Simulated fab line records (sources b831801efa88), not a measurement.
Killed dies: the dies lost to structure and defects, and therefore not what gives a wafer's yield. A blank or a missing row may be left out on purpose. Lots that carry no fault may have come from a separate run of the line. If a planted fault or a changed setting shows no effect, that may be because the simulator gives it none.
Matching of chambers -- flow gf180mcu -- GF_POLY_GATE_ETCH_13 on rie si-02: 4 sister chambers
The step etches poly-Si in HBr/Cl2, stops on SiO2, target depth 198.5 nm, time 69.6 s. 8 wafers are shown with their chamber, then 7 later ones without.

== WAFERS PAIRED WITH THEIR CHAMBERS ==
wafer,chamber,drypump motor current A (A),bias w (W)
L833.2,0,5.1,100.0
L833.3,2,6.0,100.6
L833.6,0,5.1,99.9
L834.1,3,5.6,99.4
L834.3,2,6.0,100.5
L834.6,1,6.0,100.4
L836.3,1,5.9,99.5
L836.5,3,5.6,99.9

== WAFERS WHOSE CHAMBER IS MISSING ==
wafer,drypump motor current A (A),bias w (W)
L836.6,6.0,99.7
L841.1,5.1,100.2
L841.4,6.0,100.0
L841.5,6.0,100.2
L848.1,6.0,100.6
L848.3,5.6,99.7
L848.4,5.9,99.8

== EACH ONE'S CHAMBER ==
wafer,from the rows above,in truth
L836.6,can't be placed: 1 or 2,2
L841.1,0,0
L841.4,can't be placed: 1 or 2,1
L841.5,can't be placed: 2 or 1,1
L848.1,2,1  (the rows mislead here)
L848.3,3,3
L848.4,1,1
3 of 7 placed correctly. Cannot be placed on the basis of these rows: 3; the candidates contain the true chamber in 3. 1 placed wrongly.
How it was worked out, from the rows above alone: a wafer's distance from a chamber is the root of the sum, over the readings, of the square of ((its reading less the chamber's mean) divided by the reading's scatter). The wafer belongs to the nearest chamber; if the next one is less than 2 further off, it can't be placed. For every chamber, the mean is computed from those of its wafers that are shown. The scatter is the square root of a quotient: the sum, over the shown wafers, of each reading's squared deviation from its chamber's mean, divided by wafers minus chambers.
